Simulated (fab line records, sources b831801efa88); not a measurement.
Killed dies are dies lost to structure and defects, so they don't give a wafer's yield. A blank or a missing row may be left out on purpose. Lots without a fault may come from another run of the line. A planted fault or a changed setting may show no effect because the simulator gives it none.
A struck lot beside a sound one | flow gf180mcu | 26 steps out of a route of 602
Sound: wafers L730.1, L730.3, L730.5. Struck: wafers L724.4, L724.5, L724.6. The cause comes at the end.
At each step with rows: each side's tool, then ch and its chambers, then its first start. Under that, the readings that differ: sound wafers | struck wafers | difference of the means | sigmas: that difference in standard deviations of wafers without a fault.
alike: readings whose means differ by less than 2 such deviations, and words and numbers that are the same on both sides. not compared: withheld readings, readings that some wafer has no value for, bounds like >300 that may hide the same value, and numbers for which the record gives no deviation and whose values overlap.
The two part at a step that has a row with sigmas, a row that says differs or no value, or rows on one side only. Numbers that don't overlap but have no deviation are shown without sigmas and don't part them. A reading that every wafer of one side lacks parts them only if that side has two wafers or more.

first, 6 steps without rows for these wafers: GF_TOP_METAL_HMDS_08 (prime time 60 s); GF_TOP_METAL_COAT_09 (resist thk 1500 nm); GF_TOP_METAL_SOFTBAKE_10 (time 60 s); GF_TOP_METAL_EXPOSE_11 (exposes mask MetalTop, target cd 440 nm); GF_TOP_METAL_PEB_12; GF_TOP_METAL_DEVELOP_13 (develop time 60 s).
GF_TOP_METAL_CD_MEAS_14: target cd 440 nm.
  sound on cd_sem-02, day 31 16:34; struck on cd_sem-02, day 30 02:32
  alike: cd_nm
GF_TOP_METAL_OVL_MEAS_15:
  sound on overlay-01, day 31 16:41; struck on overlay-01, day 30 02:37
  alike: TOP_METAL_OVL
GF_TOP_METAL_METAL_ETCH_16: etches the open film in Cl2/BCl3, stops on SiO2, target depth 1077.5 nm, time 179.6 s.
  sound on rie_metal-04 ch 0, day 31 16:44; struck on rie_metal-03 ch 0,1, day 30 02:41
  alike: drypump_motor_current_A, oes_product_au, throttle_valve_pct
  not compared: rf_hours_counter_h
GF_TOP_METAL_STRIP_17: strips in O2/N2.
  sound on plasma_asher-01 ch 0, day 31 16:54; struck on plasma_asher-04 ch 0,1, day 30 02:50
  alike: drypump_motor_current_A, heater_power_w, oes_product_au, platen_temp_c, strip_time_to_endpoint_s
  not compared: rf_hours_counter_h
then, 2 steps without rows for these wafers: GF_TOP_METAL_STRIP_18 (strips in post etch residue remover, time 1200 s); GF_TOP_METAL_CLEAN_19 (cleans in DIW).
GF_PASSIVATION_CVD_00: deposits SiO2 from TEOS, target thk 1000 nm, time 111.95 s.
  sound on pecvd-03 ch 0,2, day 31 17:26; struck on pecvd-04 ch 0,1,2, day 30 03:23
  reading                                      | sound             | struck            | difference | sigmas
  model.SiO2_of_PASSIVATION_CVD_00.thk_nm (nm) | 984.7 978.4 997.9 | 444.7 451.2 443.2 | -540.6     |
  alike: heater_power_w, susceptor_temp_C
GF_PASSIVATION_THK_MEAS_01:
  sound on film_metro-04, day 31 17:31; struck on film_metro-04, day 30 03:27
  reading                     | sound       | struck      | difference | sigmas
  PASSIVATION_CVD_00_THK (nm) | 985 978 998 | 445 451 443 | -541       | -42
GF_PASSIVATION_CVD_02: deposits Si3N4, target thk 700 nm, time 486.18 s.
  sound on pecvd-04 ch 0,1,2, day 31 17:35; struck on pecvd-01 ch 0,1,2, day 30 03:37
  alike: heater_power_w, susceptor_temp_C
GF_PASSIVATION_THK_MEAS_03:
  sound on film_metro-01, day 31 17:52; struck on film_metro-01, day 30 03:48
  alike: PASSIVATION_CVD_02_THK
then, 7 steps without rows for these wafers: GF_PASSIVATION_DEHYDRATE_04 (time 60 s); GF_PASSIVATION_HMDS_05 (prime time 60 s); GF_PASSIVATION_COAT_06 (resist thk 4000 nm); GF_PASSIVATION_SOFTBAKE_07; GF_PASSIVATION_EXPOSE_08 (exposes mask Pad, target cd 40000 nm); GF_PASSIVATION_PEB_09; GF_PASSIVATION_DEVELOP_10 (develop time 60 s).
GF_PASSIVATION_ETCH_11: etches the open film in CF4/O2, stops on TiN, target depth 1800 nm, time 400 s.
  sound on rie_diel-03 ch 0,1, day 32 10:55; struck on rie_diel-01 ch 0,1,3, day 30 21:35
  reading                                 | sound             | struck            | difference | sigmas
  oes_product_au (a.u.)                   | 0.954 0.950 0.969 | 0.785 0.765 0.764 | -0.186     | -26
  throttle_valve_pct (%)                  | 5.950 5.965 5.958 | 5.920 5.920 5.889 | -0.048     | -5
  model.etch.depth_nm (nm)                | 1701 1684 1713    | 1150 1165 1153    | -543       |
  model.PASSIVATION.feature_depth_nm (nm) | 1701 1684 1713    | 1150 1165 1153    | -543       |
  alike: drypump_motor_current_A
  not compared: rf_hours_counter_h
GF_PASSIVATION_STRIP_12: strips in O2/N2.
  sound on plasma_asher-01 ch 0,1, day 32 11:09; struck on plasma_asher-02 ch 0,1, day 30 21:51
  alike: drypump_motor_current_A, heater_power_w, oes_product_au, platen_temp_c, strip_time_to_endpoint_s
  not compared: rf_hours_counter_h
GF_PASSIVATION_PROBE_99:
  the record has rows for the struck wafers here (prober-02, day 30 23:41) and none for the sound ones

WHERE THEY PART
First at GF_PASSIVATION_THK_MEAS_01; last, within this record, at GF_PASSIVATION_PROBE_99.

WHY: what the simulator had put in
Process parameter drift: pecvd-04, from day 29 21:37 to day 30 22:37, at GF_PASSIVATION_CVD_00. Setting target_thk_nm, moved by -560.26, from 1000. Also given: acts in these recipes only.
